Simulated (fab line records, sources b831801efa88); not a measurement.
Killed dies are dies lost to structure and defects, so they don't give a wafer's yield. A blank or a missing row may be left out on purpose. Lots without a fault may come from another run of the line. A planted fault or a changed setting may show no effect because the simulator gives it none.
fab line records | flow sky130
record lots=13 wafers=39 last_day=50
route steps=708 shown POLY_GATE@235 LDD_N@244 LDD_P@266 LDD_HVP@282 PAD_OPEN@708
lots that met no fault: from a run of the same line without faults
start_h: hours from the record's first day to the start of the lot's first wafer shown | wait_h: hours since the lot's step before | " the same as in the row above | L1.1+2: a row that stands for several wafers | - no value, or no start given | * or withheld: withheld | < > ~ a bound
route shown NAME@n: a module of which the file shows steps, and the number in the route of the first | usual: mean/standard deviation of fault-free wafers | same: alike in all rows | chamber/n: place in a boat | sites: the reading at each site | _std_site: their standard deviation | _edge_site: outer sites' mean less inner sites' | radius_mm: how far each site lies from the wafer's centre | mask NAME#n: copy n | behind: the tool/chamber that last shaped the wafer | hold: why the lot was held/for how many hours/how that ended | device: the transistor (n, p or np) that didn't switch | end of line: the same wafers' tests at the end of the route | a step without rows: its recipe alone | killed: dies lost to structure and defects at the first sort, not the wafer's yield | map: a wafer's dies, x killed, . not, _ none there
set.NAME: the setting as run; set.NAME@STEP: as run at that earlier step | model.NAME: the simulator's own value behind a step, which no gauge read
steps of the route over a sample of lots; a table a step, a row a wafer
services: from which hour (start_h, from the record's first day; less than 0 if before it) a tool's chamber was out of use, for how many hours, and why
## steps
# step SKY_POLY_GATE_THK_MEAS_21
# recipe reads=SiO2_of_POLY_GATE_OXIDATION_20
# usual POLY_GATE_OXIDATION_THK=3.97/0.079
# columns lot.wafer tool chamber start_h wait_h POLY_GATE_OXIDATION_THK[nm]
L609.2 film_metro-04 - 375.63 0.0 4.16
L609.3 " - " " 4.09
L609.6 " - " " 4.13
L610.1 film_metro-03 - 381.20 0.0 3.97
L610.4 " - " " 4.01
L610.6 " - " " 3.99
L611.4 film_metro-04 - 390.96 0.0 4.00
L611.5 " - " " 4.00
L611.6 " - " " 4.00
L615.2 film_metro-02 - 425.41 0.0 4.10
L615.3 " - " " 4.13
L615.6 " - " " 4.11
L614.1 film_metro-04 - 431.13 0.0 3.95
L614.2 " - " " 3.97
L614.4 " - " " 4.01
L620.3 film_metro-03 - 466.20 0.0 3.93
L620.4 " - " " 3.86
L620.6 " - " " 3.96
L625.2 film_metro-03 - 523.41 0.0 3.86
L625.3 " - " " 3.84
L625.5 " - " " 3.92
L626.2 film_metro-02 - 523.77 0.0 3.95
L626.3 " - " " 4.00
L626.6 " - " " 3.94
L627.4 film_metro-04 - 532.59 0.0 3.94
L627.5 " - " " 3.96
L627.6 " - " " 3.96
L628.3 film_metro-04 - 547.02 0.0 3.92
L628.4 " - " " 3.92
L628.6 " - " " 3.97
L629.3 film_metro-03 - 558.47 0.0 3.87
L629.4 " - " " 3.84
L629.5 " - " " 4.00
L630.3 film_metro-03 - 560.07 0.0 3.90
L630.4 " - " " 4.01
L630.6 " - " " 3.89
L631.2 film_metro-02 - 572.64 0.0 3.92
L631.5 " - " " 3.93
L631.6 " - " " 3.93
# step SKY_LDD_N_OVL_MEAS_07
# usual LDD_N_OVL=0.0/1.3
# columns lot.wafer tool chamber start_h wait_h LDD_N_OVL[nm]
L609.2 overlay-01 - 404.86 0.1 -2.5
L609.3 " - " " -1.2
L609.6 " - " " -3.6
L610.1 overlay-02 - 410.91 0.1 -1.9
L610.4 " - " " -0.1
L610.6 " - " " -0.2
L611.4 overlay-02 - 420.73 0.1 -1.5
L611.5 " - " " -0.6
L611.6 " - " " -1.7
L615.2 overlay-01 - 456.66 0.1 0.9
L615.3 " - " " 0.7
L615.6 " - " " 0.4
L614.1 overlay-02 - 461.65 0.1 0.7
L614.2 " - " " 0.6
L614.4 " - " " 1.2
L620.3 overlay-02 - 496.92 0.1 0.9
L620.4 " - " " 0.7
L620.6 " - " " 0.6
L625.2 overlay-01 - 553.46 0.1 -0.8
L625.3 " - " " -0.7
L625.5 " - " " -0.3
L626.2 overlay-02 - 554.01 0.1 1.2
L626.3 " - " " 0.2
L626.6 " - " " 2.9
L627.4 overlay-01 - 562.13 0.1 -1.4
L627.5 " - " " -1.1
L627.6 " - " " -1.2
L628.3 overlay-02 - 577.32 0.1 -2.1
L628.4 " - " " 0.3
L628.6 " - " " -0.4
L629.3 overlay-01 - 588.27 0.1 1.5
L629.4 " - " " 0.7
L629.5 " - " " -0.1
L630.3 overlay-01 - 590.32 0.1 1.7
L630.4 " - " " 1.4
L630.6 " - " " -1.4
L631.2 overlay-01 - 602.36 0.1 -1.9
L631.5 " - " " -1.3
L631.6 " - " " -0.5
# step SKY_LDD_P_TW_MEAS_11
# usual LDD_P_TW=632/5.4
# columns lot.wafer tool chamber start_h wait_h LDD_P_TW
L609.2 film_metro-04 - 437.00 0.1 633
L609.3 " - " " 629
L609.6 " - " " 629
L610.1 film_metro-03 - 442.56 0.1 627
L610.4 " - " " 624
L610.6 " - " " 624
L611.4 film_metro-03 - 453.34 0.1 626
L611.5 " - " " 626
L611.6 " - " " 628
L615.2 film_metro-01 - 489.07 0.1 628
L615.3 " - " " 626
L615.6 " - " " 626
L614.1 film_metro-04 - 494.14 0.1 625
L614.2 " - " " 623
L614.4 " - " " 629
L620.3 film_metro-03 - 528.78 0.1 644
L620.4 " - " " 641
L620.6 " - " " 645
L625.2 film_metro-04 - 585.72 0.1 633
L625.3 " - " " 631
L625.5 " - " " 631
L626.2 film_metro-01 - 586.02 0.1 632
L626.3 " - " " 633
L626.6 " - " " 631
L627.4 film_metro-01 - 594.09 0.1 630
L627.5 " - " " 634
L627.6 " - " " 633
L628.3 film_metro-03 - 608.63 0.1 636
L628.4 " - " " 636
L628.6 " - " " 635
L629.3 film_metro-04 - 618.98 0.1 624
L629.4 " - " " 625
L629.5 " - " " 625
L630.3 film_metro-04 - 621.26 0.1 625
L630.4 " - " " 626
L630.6 " - " " 624
L631.2 film_metro-04 - 632.45 0.1 627
L631.5 " - " " 628
L631.6 " - " " 628
# step SKY_LDD_HVP_EXPOSE_04
# recipe mask_id=HVPTM na=0.6 source_shape=conventional sigma_outer=0.6 polarization=unpolarized target_cd_nm=700 dose_mj=86
# columns lot.wafer tool chamber start_h wait_h mask
L609.2+3+6 iline_stepper-01 0 482.33 - HVPTM#0
L610.1+4+6 iline_stepper-02 0 489.53 - HVPTM#0
L611.4+5+6 iline_stepper-01 0 499.13 - HVPTM#0
L615.2+3+6 iline_stepper-01 0 534.45 - HVPTM#0
L614.1+2+4 iline_stepper-02 0 539.03 - HVPTM_R1#0
L620.3+4+6 iline_stepper-01 0 574.16 - HVPTM#0
L625.2+3+5 iline_stepper-02 0 629.63 - HVPTM#0
L626.2+3+6 iline_stepper-02 0 630.00 - HVPTM#0
L627.4+5+6 iline_stepper-02 0 637.76 - HVPTM#0
L628.3+4+6 iline_stepper-02 0 650.67 - HVPTM#0
L629.3+4+5 iline_stepper-01 0 662.12 - HVPTM#0
L630.3+4+6 iline_stepper-02 0 664.87 - HVPTM#0
L631.2+5+6 iline_stepper-01 0 674.90 - HVPTM#0
# step SKY_PAD_OPEN_PROBE_99
# usual killed_at_M0_to_M3=44/7.2 killed_at_M4_up=2.9/1.8 killed_at_contacts=24/5.6 killed_at_front_end=15/4.2 killed_at_other=0.4/0.71 killed_dies=86/9.2 killed_open=47/7.2 killed_short=39/5.7
# same gross_dies=492 killed_at_back_side=0
# columns lot.wafer tool chamber start_h wait_h killed_at_M0_to_M3 killed_at_M4_up killed_at_contacts killed_at_front_end killed_at_other killed_dies killed_open killed_short
L609.2 prober-02 - 1079.91 0.1 62 5 28 13 1 109 59 49
L609.3 prober-02 - 1079.96 0.2 48 0 25 19 2 94 52 40
L609.6 prober-02 - 1080.11 0.2 40 2 29 25 0 96 49 47
L610.1 prober-01 - 1083.57 0.1 50 1 27 23 0 101 59 42
L610.4 prober-01 - 1083.72 0.2 41 6 25 21 0 93 52 41
L610.6 prober-01 - 1083.82 0.2 47 1 31 18 0 97 63 34
L611.4 prober-02 - 1088.73 0.2 57 0 17 18 2 94 49 45
L611.5 prober-02 - 1088.78 0.2 46 1 16 23 0 86 45 41
L611.6 prober-02 - 1088.83 0.2 36 9 23 17 0 85 48 35
L615.2 prober-01 - 1113.66 0.1 38 3 24 20 0 85 56 29
L615.3 prober-01 - 1113.71 0.2 41 3 15 17 0 76 34 42
L615.6 prober-01 - 1113.86 0.2 38 4 29 14 1 86 48 38
L614.1 prober-02 - 1118.07 0.1 39 3 25 14 0 81 39 41
L614.2 prober-02 - 1118.12 0.1 49 2 32 12 0 95 51 43
L614.4 prober-02 - 1118.22 0.2 57 2 21 10 0 90 49 39
L620.3 prober-02 - 1143.17 0.2 42 1 17 13 0 73 39 34
L620.4 prober-02 - 1143.22 0.2 38 6 20 17 0 81 46 35
L620.6 prober-02 - 1143.32 0.2 33 2 26 19 0 80 50 29
L625.2 prober-02 - 1172.88 0.1 52 2 22 7 3 86 46 38
L625.3 prober-02 - 1172.93 0.2 44 1 23 11 1 80 42 37
L625.5 prober-02 - 1173.03 0.2 54 4 24 20 0 102 55 46
L626.2 prober-01 - 1174.33 0.1 36 3 17 13 0 69 35 34
L626.3 prober-01 - 1174.38 0.2 48 1 30 11 0 90 46 44
L626.6 prober-01 - 1174.53 0.2 43 3 27 9 0 82 46 36
L627.4 prober-02 - 1179.63 0.2 54 3 17 14 0 88 42 45
L627.5 prober-02 - 1179.68 0.2 39 1 24 17 0 81 49 30
L627.6 prober-02 - 1179.73 0.2 54 2 20 9 0 85 49 36
L628.3 prober-01 - 1185.48 0.2 44 3 26 18 0 91 53 38
L628.4 prober-01 - 1185.53 0.2 45 3 31 8 0 87 50 37
L628.6 prober-01 - 1185.63 0.2 53 3 24 14 0 94 57 37
L629.3 prober-02 - 1195.73 0.2 41 4 18 14 1 78 46 32
L629.4 prober-02 - 1195.78 0.2 46 2 26 20 0 94 53 41
L629.5 prober-02 - 1195.83 0.2 50 1 23 7 0 81 47 34
L630.3 prober-01 - 1197.23 0.2 47 3 21 17 0 88 57 31
L630.4 prober-01 - 1197.28 0.2 38 1 17 20 1 77 47 29
L630.6 prober-01 - 1197.38 0.2 47 3 23 10 0 83 39 44
L631.2 prober-01 - 1200.23 0.1 26 7 32 19 0 84 49 33
L631.5 prober-01 - 1200.38 0.2 44 3 29 10 0 86 46 40
L631.6 prober-01 - 1200.43 0.2 37 6 25 15 1 84 49 32
# killed by level:class
L609.2 VIA1:geometric_particle:open=17 METAL2:geometric_particle:short=13 CONTACT:geometric_particle:open=11 LI_CONTACT:geometric_particle:open=7 VIA1:geometric_particle:short=7 VIA3:geometric_particle:open=7 POLY_GATE:geometric_particle:open=6 VIA2:geometric_particle:short=5
L609.3 VIA1:geometric_particle:open=14 CONTACT:geometric_particle:open=11 VIA1:geometric_particle:short=9 LI_CONTACT:geometric_particle:open=7 FIELD_ISO:geometric_particle:open=6 METAL1:geometric_particle:short=6 VIA2:geometric_particle:open=5 FIELD_ISO:geometric_particle:short=4
L609.6 VIA2:geometric_particle:open=9 FIELD_ISO:geometric_particle:short=8 CONTACT:geometric_particle:short=8 LI_CONTACT:geometric_particle:open=8 CONTACT:geometric_particle:open=8 FIELD_ISO:geometric_particle:open=7 VIA1:geometric_particle:short=7 METAL1:geometric_particle:short=5
L610.1 VIA3:geometric_particle:open=11 VIA1:geometric_particle:open=9 LI_CONTACT:geometric_particle:open=9 FIELD_ISO:geometric_particle:short=8 POLY_GATE:geometric_particle:open=7 CONTACT:geometric_particle:open=7 METAL2:geometric_particle:short=7 VIA2:geometric_particle:open=7
L610.4 VIA1:geometric_particle:open=12 CONTACT:geometric_particle:open=11 VIA3:geometric_particle:open=7 POLY_GATE:geometric_particle:short=6 POLY_GATE:geometric_particle:open=6 LI_CONTACT:geometric_particle:open=6 LOCAL_INTERCONNECT:geometric_particle:short=5 METAL4:geometric_particle:short=5
L610.6 VIA1:geometric_particle:open=14 CONTACT:geometric_particle:open=13 LI_CONTACT:geometric_particle:open=9 VIA3:geometric_particle:open=8 METAL2:geometric_particle:short=7 VIA2:geometric_particle:open=5 FIELD_ISO:geometric_particle:open=4 POLY_GATE:geometric_particle:open=4
L611.4 VIA1:geometric_particle:open=20 METAL1:geometric_particle:short=10 METAL2:geometric_particle:short=9 FIELD_ISO:geometric_particle:short=7 FIELD_ISO:geometric_particle:open=5 CONTACT:geometric_particle:open=5 VIA3:geometric_particle:open=5 LOCAL_INTERCONNECT:geometric_particle:short=4
L611.5 VIA1:geometric_particle:open=13 POLY_GATE:geometric_particle:short=8 VIA1:geometric_particle:short=7 LI_CONTACT:geometric_particle:open=6 FIELD_ISO:geometric_particle:open=5 VIA2:geometric_particle:open=5 FIELD_ISO:geometric_particle:short=4 METAL1:geometric_particle:short=4
L611.6 LI_CONTACT:geometric_particle:open=9 METAL2:geometric_particle:short=7 CONTACT:geometric_particle:open=7 VIA1:geometric_particle:open=7 METAL4:geometric_particle:short=6 VIA2:geometric_particle:open=5 FIELD_ISO:geometric_particle:open=4 FIELD_ISO:geometric_particle:short=4
L615.2 VIA2:geometric_particle:open=9 CONTACT:geometric_particle:open=8 LOCAL_INTERCONNECT:geometric_particle:short=7 FIELD_ISO:geometric_particle:open=6 LI_CONTACT:geometric_particle:open=6 VIA1:geometric_particle:open=5 POLY_GATE:geometric_particle:open=4 METAL1:geometric_particle:short=4
L615.3 POLY_GATE:geometric_particle:short=8 VIA1:geometric_particle:open=8 LOCAL_INTERCONNECT:geometric_particle:short=6 METAL3:geometric_particle:short=6 LI_CONTACT:geometric_particle:open=5 VIA3:geometric_particle:open=5 METAL2:geometric_particle:short=5 VIA2:geometric_particle:open=5
L615.6 CONTACT:geometric_particle:open=12 VIA3:geometric_particle:short=7 VIA2:geometric_particle:open=7 VIA3:geometric_particle:open=7 LI_CONTACT:geometric_particle:open=6 CONTACT:geometric_particle:short=5 FIELD_ISO:geometric_particle:short=4 LOCAL_INTERCONNECT:geometric_particle:short=4
L614.1 CONTACT:geometric_particle:open=9 VIA3:geometric_particle:open=9 METAL1:geometric_particle:short=8 CONTACT:geometric_particle:short=8 VIA1:geometric_particle:open=8 VIA1:geometric_particle:short=6 LI_CONTACT:geometric_particle:open=5 FIELD_ISO:geometric_particle:short=4
L614.2 VIA1:geometric_particle:open=15 LI_CONTACT:geometric_particle:short=8 CONTACT:geometric_particle:open=8 LI_CONTACT:geometric_particle:open=7 VIA3:geometric_particle:open=7 VIA2:geometric_particle:open=6 LOCAL_INTERCONNECT:geometric_particle:short=5 METAL1:geometric_particle:short=4
L614.4 VIA3:geometric_particle:open=10 LI_CONTACT:geometric_particle:open=9 METAL3:geometric_particle:short=7 VIA1:geometric_particle:short=7 VIA2:geometric_particle:open=7 CONTACT:geometric_particle:open=6 VIA1:geometric_particle:open=5 METAL2:geometric_particle:short=5
L620.3 VIA1:geometric_particle:open=9 METAL2:geometric_particle:short=7 FIELD_ISO:geometric_particle:open=6 METAL1:geometric_particle:short=6 VIA1:geometric_particle:short=5 VIA2:geometric_particle:open=5 LI_CONTACT:geometric_particle:open=4 LOCAL_INTERCONNECT:geometric_particle:short=4
L620.4 VIA1:geometric_particle:open=13 LOCAL_INTERCONNECT:geometric_particle:short=7 VIA2:geometric_particle:open=6 FIELD_ISO:geometric_particle:open=5 METAL4:geometric_particle:short=5 CONTACT:geometric_particle:open=4 CONTACT:geometric_particle:short=4 METAL2:geometric_particle:open=4
L620.6 VIA1:geometric_particle:open=12 LI_CONTACT:geometric_particle:open=10 CONTACT:geometric_particle:open=8 VIA3:geometric_particle:open=5 FIELD_ISO:geometric_particle:open=4 CONTACT:geometric_particle:short=4 VIA1:geometric_particle:short=4 VIA2:geometric_particle:open=4
L625.2 VIA1:geometric_particle:open=13 LI_CONTACT:geometric_particle:open=9 CONTACT:geometric_particle:open=8 VIA2:geometric_particle:open=7 METAL3:geometric_particle:short=6 VIA2:geometric_particle:short=5 METAL1:geometric_particle:short=5 METAL2:geometric_particle:short=5
L625.3 VIA1:geometric_particle:open=12 CONTACT:geometric_particle:open=9 METAL1:geometric_particle:short=7 VIA1:geometric_particle:short=7 LI_CONTACT:geometric_particle:open=5 VIA3:geometric_particle:open=5 POLY_GATE:geometric_particle:short=4 VIA2:geometric_particle:short=4
L625.5 VIA1:geometric_particle:open=14 METAL2:geometric_particle:short=9 VIA2:geometric_particle:open=8 FIELD_ISO:geometric_particle:open=7 LI_CONTACT:geometric_particle:open=7 VIA3:geometric_particle:open=7 FIELD_ISO:geometric_particle:short=6 CONTACT:geometric_particle:open=6
L626.2 VIA1:geometric_particle:open=10 LI_CONTACT:geometric_particle:open=7 POLY_GATE:geometric_particle:short=6 VIA1:geometric_particle:short=5 VIA3:geometric_particle:open=5 POLY_GATE:geometric_particle:open=3 LOCAL_INTERCONNECT:geometric_particle:short=3 METAL1:geometric_particle:short=3
L626.3 VIA1:geometric_particle:open=14 CONTACT:geometric_particle:open=8 VIA1:geometric_particle:short=8 LOCAL_INTERCONNECT:geometric_particle:short=7 CONTACT:geometric_particle:short=7 VIA3:geometric_particle:open=7 VIA2:geometric_particle:open=5 LI_CONTACT:geometric_particle:open=4
L626.6 CONTACT:geometric_particle:open=14 VIA1:geometric_particle:open=9 VIA3:geometric_particle:short=8 VIA3:geometric_particle:open=8 CONTACT:geometric_particle:short=5 LI_CONTACT:geometric_particle:open=4 METAL3:geometric_particle:short=4 METAL2:geometric_particle:short=3
L627.4 VIA1:geometric_particle:open=14 METAL1:geometric_particle:short=7 VIA3:geometric_particle:open=6 FIELD_ISO:geometric_particle:short=5 CONTACT:geometric_particle:open=5 VIA1:geometric_particle:short=5 VIA2:geometric_particle:short=5 LI_CONTACT:geometric_particle:open=4
L627.5 VIA2:geometric_particle:open=9 CONTACT:geometric_particle:open=8 VIA1:geometric_particle:open=8 FIELD_ISO:geometric_particle:open=7 LI_CONTACT:geometric_particle:open=6 VIA3:geometric_particle:open=6 CONTACT:geometric_particle:short=4 VIA2:geometric_particle:short=4
L627.6 VIA2:geometric_particle:open=11 VIA1:geometric_particle:open=9 LI_CONTACT:geometric_particle:open=8 METAL1:geometric_particle:short=8 VIA3:geometric_particle:open=6 CONTACT:geometric_particle:open=6 METAL2:geometric_particle:short=6 VIA1:geometric_particle:short=6
L628.3 CONTACT:geometric_particle:open=12 VIA1:geometric_particle:open=9 FIELD_ISO:geometric_particle:short=7 VIA3:geometric_particle:open=7 FIELD_ISO:geometric_particle:open=6 METAL1:geometric_particle:short=6 VIA2:geometric_particle:open=6 LI_CONTACT:geometric_particle:short=4
L628.4 VIA1:geometric_particle:open=13 CONTACT:geometric_particle:open=10 VIA2:geometric_particle:open=8 CONTACT:geometric_particle:short=6 METAL2:geometric_particle:short=6 FIELD_ISO:geometric_particle:open=5 LI_CONTACT:geometric_particle:short=5 LI_CONTACT:geometric_particle:open=5
L628.6 VIA1:geometric_particle:open=11 CONTACT:geometric_particle:open=11 VIA2:geometric_particle:open=10 METAL2:geometric_particle:short=6 METAL1:geometric_particle:short=6 VIA3:geometric_particle:open=6 LOCAL_INTERCONNECT:geometric_particle:short=5 METAL1:geometric_particle:open=5
L629.3 VIA2:geometric_particle:open=8 VIA1:geometric_particle:short=8 LI_CONTACT:geometric_particle:open=7 POLY_GATE:geometric_particle:open=6 VIA1:geometric_particle:open=6 CONTACT:geometric_particle:open=5 VIA3:geometric_particle:open=4 LOCAL_INTERCONNECT:geometric_particle:short=3
L629.4 CONTACT:geometric_particle:open=11 VIA1:geometric_particle:open=8 VIA2:geometric_particle:open=7 METAL1:geometric_particle:short=6 VIA2:geometric_particle:short=6 POLY_GATE:geometric_particle:open=5 LOCAL_INTERCONNECT:geometric_particle:short=5 VIA3:geometric_particle:open=5
L629.5 VIA1:geometric_particle:open=14 LI_CONTACT:geometric_particle:open=8 VIA1:geometric_particle:short=7 VIA2:geometric_particle:open=7 CONTACT:geometric_particle:open=5 METAL2:geometric_particle:short=5 CONTACT:geometric_particle:short=4 LI_CONTACT:geometric_particle:short=3
L630.3 VIA2:geometric_particle:open=12 VIA1:geometric_particle:open=10 VIA3:geometric_particle:open=9 LI_CONTACT:geometric_particle:open=7 FIELD_ISO:geometric_particle:open=5 VIA2:geometric_particle:short=5 POLY_GATE:geometric_particle:short=4 LOCAL_INTERCONNECT:geometric_particle:short=4
L630.4 VIA1:geometric_particle:open=9 LI_CONTACT:geometric_particle:open=8 METAL2:geometric_particle:short=6 FIELD_ISO:geometric_particle:open=5 CONTACT:geometric_particle:open=5 VIA2:geometric_particle:open=5 VIA3:geometric_particle:open=5 METAL1:geometric_particle:short=4
L630.6 VIA2:geometric_particle:open=11 METAL1:geometric_particle:short=7 VIA1:geometric_particle:open=7 LI_CONTACT:geometric_particle:short=6 VIA3:geometric_particle:open=6 LI_CONTACT:geometric_particle:open=5 CONTACT:geometric_particle:short=5 CONTACT:geometric_particle:open=5
L631.2 CONTACT:geometric_particle:open=12 FIELD_ISO:geometric_particle:open=10 VIA1:geometric_particle:open=8 LOCAL_INTERCONNECT:geometric_particle:short=8 CONTACT:geometric_particle:short=6 FIELD_ISO:geometric_particle:short=5 VIA3:geometric_particle:open=5 LI_CONTACT:geometric_particle:open=4
L631.5 VIA1:geometric_particle:open=11 CONTACT:geometric_particle:open=10 LI_CONTACT:geometric_particle:open=8 METAL2:geometric_particle:short=6 VIA3:geometric_particle:open=6 CONTACT:geometric_particle:short=5 METAL1:geometric_particle:short=4 VIA2:geometric_particle:short=4
L631.6 CONTACT:geometric_particle:open=10 VIA1:geometric_particle:open=10 VIA2:geometric_particle:open=8 FIELD_ISO:geometric_particle:open=6 VIA1:geometric_particle:short=5 LOCAL_INTERCONNECT:geometric_particle:short=4 CONTACT:geometric_particle:short=4 POLY_GATE:geometric_particle:short=3
## services
# columns tool chamber start_h hours kind
iline_stepper-02 - 461.96 1.7 pm
iline_stepper-02 0 462.04 - calibration
iline_stepper-02 - 466.70 4.4 pm
iline_stepper-01 - 476.10 1.7 pm
iline_stepper-01 0 486.06 - calibration
iline_stepper-02 - 506.06 1.8 repair
iline_stepper-01 - 512.70 2.1 pm
iline_stepper-01 - 514.78 - consumable_replace:lamp
## key
first_sign step=SKY_LDD_HVP_EXPOSE_04 reading=mask direction=changed
effect none on later readings
met_at SKY_LDD_HVP_EXPOSE_04
struck_lots L614
tester_left_out L614
not_acting_at SKY_POLY_GATE_THK_MEAS_21,SKY_LDD_N_OVL_MEAS_07,SKY_LDD_P_TW_MEAS_11
onset_between 489.53 539.03
fault kind=wrong_mask tool=any chamber=- onset_h=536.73 steps=SKY_LDD_HVP_EXPOSE_04 aux_copy=HVPTM_R1#0 cd_offset_nm=49 scope=struck_lots_only
# tester_left_out: of these lots the tester's yield and bins aren't shown, on N5 and GAA mostly nor the transistor test; their killed dies are dies lost to structure and defects alone, not to doping, threshold or leakage, so they don't give the yield
